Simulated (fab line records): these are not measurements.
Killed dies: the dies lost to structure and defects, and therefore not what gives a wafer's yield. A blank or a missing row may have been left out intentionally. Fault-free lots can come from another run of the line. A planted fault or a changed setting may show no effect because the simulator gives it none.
Code-filled problem report in 8D (eight disciplines) form || flow sfq-line || the parts of the form that need people (team, actions taken, sign-off) are left out

== 1. WHAT WENT WRONG ==
SFQ_TRILAYER_I2_CMP_CMP_064, time-to-endpoint-s: mean 245 s over 1 wafer from 1 lot; wafers with no fault: 216 s, standard deviation 6.8. Relative to the usual mean, that is a shift of +4.3 standard deviations.
The step: polishes SiO2.
First seen on wafer L474.6, day 35 11:19, on cmp-01. The record holds 39 wafers of 13 lots with a number at this step. By rule, "out" or "out of limits" means more than 4 standard deviations away from the usual mean. The other wafers with a number count as sound.

== 2. WHAT IT IS AND WHAT IT IS NOT ==
{"question": "which readings at this step", "is": "time-to-endpoint-s", "is not": "motor-current-A, slurry-flow-ml-min"}
{"question": "which lots", "is": "L474", "is not": "L463, L464, L465, L466, L468, L470, L476, L480, L483, L484, L485, L486"}
{"question": "which wafers of those lots", "is": "L474.6", "is not": "L474.2, L474.5"}
{"question": "read on which tools", "is": "cmp-01", "is not": "cmp-02"}
{"question": "when", "is": "from day 35 11:19", "is not": "up to then (20 sound wafers); but 18 sound wafers of L476, L480, L483, L484, L485, L486 came after"}

== 3. WHAT RULES OUT EACH SUSPECT ==
Counting: a tool at a process step up to the reading stays a suspect if it ran every lot that is out. Sound lots after the first of them don't rule it out here, since some wafers of a struck lot are sound.
- cmp-01 at SFQ_TRILAYER_I2_CMP_CMP_064 (polishes SiO2): kept. The lot that is out, L474, ran on it at day 35 10:19; the last sound lot it ran before that was L470, at day 33 13:43. Its own readings are out on those wafers: time-to-endpoint-s.
- Within cmp-01 at SFQ_TRILAYER_I2_CMP_CMP_064: the wafers that are out ran in chamber 3; their sound lot-mates ran in chambers 0, 2.
The count leaves cmp-01 at SFQ_TRILAYER_I2_CMP_CMP_064.

== 4. THE CAUSE (what the simulator had put in) ==
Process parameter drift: cmp-01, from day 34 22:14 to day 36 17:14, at SFQ_TRILAYER_I2_CMP_CMP_064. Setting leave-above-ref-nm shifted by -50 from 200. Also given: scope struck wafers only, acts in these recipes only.
This tool alone remained once counting was done.

== 5. SEQUENCE OF EFFECTS, ordered by route ==
Each row: a reading whose mean over the struck wafers that have a number lies more than 3 standard deviations from the usual. Only readings whose record carries a usual standard deviation are examined. hours: median over the lots of the time between each lot's start at the first step of this table that gives one and its start at this step. sigmas: the change, counted in usual standard deviations.
{"hours": 0, "step": "SFQ_TRILAYER_I2_CMP_CMP_064", "reading": "time-to-endpoint-s", "usual": "216 s", "on struck wafers": 245, "change": "+29", "sigmas": "+4.3"}
{"hours": 1, "step": "SFQ_TRILAYER_I2_METRO_MEASURE_065", "reading": "thk-nm", "usual": "199.7 nm", "on struck wafers": 148.6, "change": -51.1, "sigmas": -51}
{"hours": 146, "step": "SFQ_TRILAYER_I2_VIA_ETCH_VIA_ETCH_070", "reading": "oes-product-au", "usual": "0.853 a.u.", "on struck wafers": 0.727, "change": -0.126, "sigmas": -25}
Process steps it contains:
- SFQ_TRILAYER_I2_CMP_CMP_064: polishes SiO2.
- SFQ_TRILAYER_I2_METRO_MEASURE_065
- SFQ_TRILAYER_I2_VIA_ETCH_VIA_ETCH_070: etches SiO2 in CHF3, stops on Nb, target depth 260 nm.

== 6. HOW IT WOULD HAVE BEEN CAUGHT EARLIER ==
In this record no reading fell out of limits until day 35 11:19, 13 hours after the fault had begun at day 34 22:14.
